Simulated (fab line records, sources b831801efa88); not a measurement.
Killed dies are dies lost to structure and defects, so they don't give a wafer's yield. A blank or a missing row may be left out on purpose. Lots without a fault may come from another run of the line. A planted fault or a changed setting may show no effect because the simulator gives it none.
Chamber matching | flow sfq_line | SFQ_TRILAYER_I3_DEP_PECVD_081 on pecvd-03: 3 sister chambers
The step deposits SiO2 from SiH4/N2O, time 111.11 s, target thk 500 nm. 6 wafers are shown with their chamber, then 8 later ones without.

WAFERS WITH THEIR CHAMBER
wafer  | chamber | heater_power_w (W) | throttle_valve_pct (%)
L498.3 | 0       | 101                | 24.4
L504.3 | 0       | 99                 | 25.0
L506.1 | 2       | 127                | 24.3
L506.3 | 1       | 74                 | 27.8
L506.5 | 1       | 78                 | 27.6
L509.1 | 2       | 111                | 24.3

WAFERS WITHOUT THEIR CHAMBER
wafer  | heater_power_w (W) | throttle_valve_pct (%)
L509.3 | 98                 | 24.8
L509.6 | 120                | 24.2
L512.1 | 99                 | 25.0
L512.4 | 126                | 23.9
L512.5 | 76                 | 27.8
L515.1 | 72                 | 27.6
L515.2 | 95                 | 24.9
L515.3 | 130                | 23.9

WHICH CHAMBER EACH WENT THROUGH
wafer  | from the rows above | in truth
L509.3 | 0                   | 0
L509.6 | 2                   | 2
L512.1 | 0                   | 0
L512.4 | 2                   | 2
L512.5 | 1                   | 1
L515.1 | 1                   | 1
L515.2 | 0                   | 0
L515.3 | 2                   | 2
Placed correctly: 8 of 8. Can't be placed from these rows: 0. Placed wrongly: 0.
How it was worked out, from the rows above alone: a wafer's distance from a chamber is the root of the sum, over the readings, of the square of ((its reading less the chamber's mean) divided by the reading's scatter). The wafer belongs to the nearest chamber; if the next one is less than 2 further off, it can't be placed. A chamber's mean is the mean of its shown wafers. The scatter: the root of (the sum of the squares of (reading less its chamber's mean) over the shown wafers, divided by (wafers less chambers)).
